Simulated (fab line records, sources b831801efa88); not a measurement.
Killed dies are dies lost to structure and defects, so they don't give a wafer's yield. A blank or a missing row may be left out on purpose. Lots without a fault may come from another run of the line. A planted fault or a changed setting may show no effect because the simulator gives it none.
fab line records | flow gf180mcu
record lots=14 wafers=42 last_day=34
route steps=602 shown POLY_GATE@157 V1@340 M2@364
lots that met no fault: from a run of the same line without faults
start_h: hours from the record's first day to the start of the lot's first wafer shown | wait_h: hours since the lot's step before | " the same as in the row above | L1.1+2: a row that stands for several wafers | - no value, or no start given | * or withheld: withheld | < > ~ a bound
route shown NAME@n: a module of which the file shows steps, and the number in the route of the first | usual: mean/standard deviation of fault-free wafers | same: alike in all rows | chamber/n: place in a boat | sites: the reading at each site | _std_site: their standard deviation | _edge_site: outer sites' mean less inner sites' | radius_mm: how far each site lies from the wafer's centre | mask NAME#n: copy n | behind: the tool/chamber that last shaped the wafer | hold: why the lot was held/for how many hours/how that ended | device: the transistor (n, p or np) that didn't switch | end of line: the same wafers' tests at the end of the route | a step without rows: its recipe alone | killed: dies lost to structure and defects at the first sort, not the wafer's yield | map: a wafer's dies, x killed, . not, _ none there
set.NAME: the setting as run; set.NAME@STEP: as run at that earlier step | model.NAME: the simulator's own value behind a step, which no gauge read
steps of the route over a sample of lots; a table a step, a row a wafer
services: from which hour (start_h, from the record's first day; less than 0 if before it) a tool's chamber was out of use, for how many hours, and why
## steps
# step GF_POLY_GATE_CVD_00
# recipe material=poly-Si target_thk_nm=200 temp_c=620 time_s=1200 pressure_mtorr=200
# usual spike_tc_upper_C=619.3/1.5
# columns lot.wafer tool chamber start_h wait_h spike_tc_upper_C
L167.2 lpcvd-02 0 179.33 0.0 619.0
L167.3 " 0 " " 618.8
L167.4 " 0 " " 617.9
L168.3 lpcvd-01 1 188.68 0.1 621.0
L168.5 " 1 " " 619.9
L168.6 " 1 " " 620.9
L169.2 lpcvd-01 0 190.09 0.0 618.0
L169.3 " 0 " " 619.9
L169.4 " 0 " " 616.8
L170.3 lpcvd-01 0 195.52 0.0 619.7
L170.4 " 0 " " 620.4
L170.6 " 0 " " 618.8
L171.2 lpcvd-01 0 203.43 1.0 619.9
L171.3 " 0 " " 619.2
L171.6 " 0 " " 620.3
L172.1 lpcvd-01 1 206.93 0.0 621.7
L172.3 " 1 " " 620.5
L172.4 " 1 " " 619.1
L174.1 lpcvd-01 0 219.06 0.0 618.9
L174.3 " 0 " " 619.9
L174.4 " 0 " " 621.4
L182.2 lpcvd-01 1 278.47 0.0 620.1
L182.3 " 1 " " 619.6
L182.6 " 1 " " 620.5
L183.1 lpcvd-01 1 290.29 0.0 620.4
L183.4 " 1 " " 621.0
L183.5 " 1 " " 620.9
L185.1 lpcvd-01 0 301.32 0.0 620.3
L185.3 " 0 " " 618.8
L185.4 " 0 " " 618.4
L187.1 lpcvd-02 0 321.67 0.0 616.4
L187.2 " 0 " " 618.0
L187.6 " 0 " " 618.5
L188.1 lpcvd-01 0 339.87 0.0 619.4
L188.2 " 0 " " 620.2
L188.3 " 0 " " 617.7
L189.1 lpcvd-01 0 343.40 0.0 620.5
L189.2 " 0 " " 619.4
L189.4 " 0 " " 620.2
L190.1 lpcvd-02 0 352.82 0.4 616.6
L190.3 " 0 " " 620.3
L190.4 " 0 " " 617.2
# step GF_POLY_GATE_THK_MEAS_01
# recipe reads=poly-Si_of_POLY_GATE_CVD_00
# usual POLY_GATE_CVD_00_THK=200.3/1.9
# columns lot.wafer tool chamber start_h wait_h POLY_GATE_CVD_00_THK[nm]
L167.2 film_metro-01 - 180.67 0.0 203.3
L167.3 " - " " 201.4
L167.4 " - " " 202.6
L168.3 film_metro-04 - 190.03 0.0 201.5
L168.5 " - " " 203.1
L168.6 " - " " 202.4
L169.2 film_metro-02 - 191.44 0.0 200.7
L169.3 " - " " 202.1
L169.4 " - " " 201.2
L170.3 film_metro-04 - 196.87 0.0 200.3
L170.4 " - " " 199.6
L170.6 " - " " 199.5
L171.2 film_metro-01 - 204.78 0.0 203.9
L171.3 " - " " 203.4
L171.6 " - " " 202.2
L172.1 film_metro-02 - 208.26 0.0 216.8
L172.3 " - " " 216.8
L172.4 " - " " 217.1
L174.1 film_metro-04 - 220.39 0.0 217.0
L174.3 " - " " 216.6
L174.4 " - " " 216.4
L182.2 film_metro-01 - 280.48 0.0 196.9
L182.3 " - " " 197.6
L182.6 " - " " 196.4
L183.1 film_metro-04 - 291.62 0.0 201.2
L183.4 " - " " 200.4
L183.5 " - " " 200.2
L185.1 film_metro-01 - 302.65 0.0 199.2
L185.3 " - " " 198.2
L185.4 " - " " 200.0
L187.1 film_metro-01 - 323.01 0.0 200.0
L187.2 " - " " 200.9
L187.6 " - " " 200.6
L188.1 film_metro-04 - 341.21 0.0 200.0
L188.2 " - " " 198.2
L188.3 " - " " 199.5
L189.1 film_metro-02 - 344.73 0.0 197.1
L189.2 " - " " 195.0
L189.4 " - " " 195.5
L190.1 film_metro-04 - 354.16 0.0 199.9
L190.3 " - " " 199.2
L190.4 " - " " 200.0
# step GF_V1_BOW_MEAS_05
# recipe mode=bow
# usual V1_BOW=83/7.1
# columns lot.wafer tool chamber start_h wait_h V1_BOW[um]
L167.2 film_metro-03 - 386.99 0.2 94
L167.3 " - " " 72
L167.4 " - " " 76
L168.3 film_metro-01 - 398.02 0.2 81
L168.5 " - " " 72
L168.6 " - " " 84
L169.2 film_metro-01 - 402.96 0.1 85
L169.3 " - " " 87
L169.4 " - " " 81
L170.3 film_metro-03 - 413.38 0.3 90
L170.4 " - " " 82
L170.6 " - " " 85
L171.2 film_metro-01 - 419.93 0.3 82
L171.3 " - " " 87
L171.6 " - " " 82
L172.1 film_metro-03 - 423.61 0.1 84
L172.3 " - " " 81
L172.4 " - " " 85
L174.1 film_metro-01 - 444.32 0.1 84
L174.3 " - " " 85
L174.4 " - " " 83
L182.2 film_metro-01 - 517.18 0.3 74
L182.3 " - " " 85
L182.6 " - " " 91
L183.1 film_metro-02 - 530.53 0.1 80
L183.4 " - " " 78
L183.5 " - " " 91
L185.1 film_metro-02 - 541.70 0.1 83
L185.3 " - " " 94
L185.4 " - " " 86
L187.1 film_metro-02 - 562.29 0.1 86
L187.2 " - " " 76
L187.6 " - " " 85
L188.1 film_metro-02 - 583.10 0.1 78
L188.2 " - " " 80
L188.3 " - " " 66
L189.1 film_metro-02 - 584.87 0.1 93
L189.2 " - " " 88
L189.4 " - " " 88
L190.1 film_metro-03 - 597.85 0.2 79
L190.3 " - " " 77
L190.4 " - " " 68
# step GF_V1_ETCH_17
# recipe chemistry=C4F8/O2/Ar mask_material=KrF target=SiO2 stop_on=TiN source_w=1500 bias_w=1200 pressure_mtorr=40 c4f8_flow_sccm=withheld O2_flow_sccm=6 Ar_flow_sccm=300 time_s=withheld target_depth_a=6300
# usual oes_product_au=0.856/0.0048
# columns lot.wafer tool chamber start_h wait_h oes_product_au
L167.2 rie_diel-01 1 - - 0.861
L167.3 " 2 " " 0.859
L167.4 " 0 " " 0.850
L168.3 rie_diel-02 1 - - 0.858
L168.5 " 2 " " 0.860
L168.6 " 3 " " 0.869
L169.2 rie_diel-02 2 - - 0.856
L169.3 " 3 " " 0.858
L169.4 " 1 " " 0.862
L170.3 rie_diel-02 3 - - 0.850
L170.4 " 3 " " 0.851
L170.6 " 2 " " 0.854
L171.2 rie_diel-01 1 - - 0.849
L171.3 " 2 " " 0.860
L171.6 " 0 " " 0.845
L172.1 rie_diel-02 0 - - 0.848
L172.3 " 3 " " 0.852
L172.4 " 0 " " 0.863
L174.1 rie_diel-04 1 - - 0.856
L174.3 " 3 " " 0.859
L174.4 " 0 " " 0.851
L182.2 rie_diel-02 0 - - 0.858
L182.3 " 2 " " 0.854
L182.6 " 2 " " 0.856
L183.1 rie_diel-04 0 - - 0.859
L183.4 " 2 " " 0.854
L183.5 " 0 " " 0.848
L185.1 rie_diel-02 3 - - 0.855
L185.3 " 2 " " 0.866
L185.4 " 0 " " 0.853
L187.1 rie_diel-02 1 - - 0.860
L187.2 " 3 " " 0.856
L187.6 " 1 " " 0.849
L188.1 rie_diel-01 1 - - 0.852
L188.2 " 3 " " 0.855
L188.3 " 0 " " 0.861
L189.1 rie_diel-04 0 - - 0.854
L189.2 " 2 " " 0.862
L189.4 " 3 " " 0.852
L190.1 rie_diel-01 0 - - 0.854
L190.3 " 3 " " 0.859
L190.4 " 1 " " 0.857
# step GF_M2_SPUTTER_02
# recipe material=AlCu target_thk_nm=450 power_w=10600 time_s=23.9 chamber_pressure_pa=0.4
# usual throttle_valve_pct=30.2/1.4
# same time_s=23.9
# columns lot.wafer tool chamber start_h wait_h throttle_valve_pct
L167.2 pvd_sputter-03 - 411.41 0.0 28.6
L167.3 " - " " 29.3
L167.4 " - " " 31.4
L168.3 pvd_sputter-02 - 423.35 0.0 32.9
L168.5 " - " " 31.3
L168.6 " - " " 29.6
L169.2 pvd_sputter-02 - 428.77 0.0 29.6
L169.3 " - " " 32.9
L169.4 " - " " 31.1
L170.3 pvd_sputter-03 - 438.98 0.0 28.5
L170.4 " - " " 31.4
L170.6 " - " " 31.8
L171.2 pvd_sputter-04 - 445.49 0.0 29.7
L171.3 " - " " 29.7
L171.6 " - " " 29.9
L172.1 pvd_sputter-04 - 448.92 0.0 29.8
L172.3 " - " " 29.3
L172.4 " - " " 28.8
L174.1 pvd_sputter-03 - 470.41 0.0 31.5
L174.3 " - " " 31.3
L174.4 " - " " 28.3
L182.2 pvd_sputter-02 - 541.62 0.0 29.7
L182.3 " - " " 31.2
L182.6 " - " " 29.8
L183.1 pvd_sputter-04 - 555.46 0.0 28.9
L183.4 " - " " 29.9
L183.5 " - " " 29.7
L185.1 pvd_sputter-02 - 565.87 0.0 33.1
L185.3 " - " " 31.2
L185.4 " - " " 29.9
L187.1 pvd_sputter-04 - 585.31 0.0 28.7
L187.2 " - " " 28.9
L187.6 " - " " 28.7
L188.1 pvd_sputter-02 - 606.14 0.0 33.0
L188.2 " - " " 29.7
L188.3 " - " " 31.3
L189.1 pvd_sputter-03 - 608.22 0.0 29.7
L189.2 " - " " 28.4
L189.4 " - " " 31.6
L190.1 pvd_sputter-03 - 620.39 0.0 29.5
L190.3 " - " " 28.2
L190.4 " - " " 31.3
## services
# columns tool chamber start_h hours kind
rie_diel-02 - 161.15 2.6 repair
rie_diel-02 3 170.05 3.4 repair
lpcvd-01 - 170.41 1.5 repair
rie_diel-01 0 172.05 8.8 repair
rie_diel-02 2 176.60 15.3 repair
pvd_sputter-03 - 204.93 8.2 repair
rie_diel-02 1 219.02 2.2 repair
pvd_sputter-03 - 222.05 0.8 repair
pvd_sputter-04 - 222.41 2.7 repair
pvd_sputter-02 - 228.64 3.7 repair
pvd_sputter-03 - 233.07 9.8 repair
rie_diel-02 - 240.67 0.3 repair
pvd_sputter-02 - 245.74 4.4 repair
rie_diel-01 0 264.47 3.7 repair
rie_diel-01 2 265.90 5.8 repair
rie_diel-01 1 313.26 3.4 repair
pvd_sputter-03 - 320.39 3.4 repair
pvd_sputter-03 - 378.91 4.7 repair
lpcvd-01 - 487.69 2.8 pm
rie_diel-02 2 499.90 11.8 repair
rie_diel-02 - 571.70 0.3 repair
pvd_sputter-03 - 583.97 1.8 repair
rie_diel-02 3 591.83 4.0 repair
rie_diel-02 2 594.63 3.6 repair
## key
first_sign step=GF_POLY_GATE_THK_MEAS_01 reading=POLY_GATE_CVD_00_THK direction=up sigmas=8.6 usual=200.3 struck=216.8
effect none on later readings
met_at GF_POLY_GATE_CVD_00
struck_lots L172,L174
tester_left_out L172,L174
not_acting_at GF_V1_BOW_MEAS_05,GF_V1_ETCH_17,GF_M2_SPUTTER_02
onset_between 203.43 206.93
fault kind=process_parameter_drift tool=lpcvd-01 chamber=- onset_h=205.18 steps=GF_POLY_GATE_CVD_00 channel=target_thk_nm offset=15.11 shape=step end_h=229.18 acts_in=these_recipes_only stated=200
# tester_left_out: of these lots the tester's yield and bins aren't shown, on N5 and GAA mostly nor the transistor test; their killed dies are dies lost to structure and defects alone, not to doping, threshold or leakage, so they don't give the yield
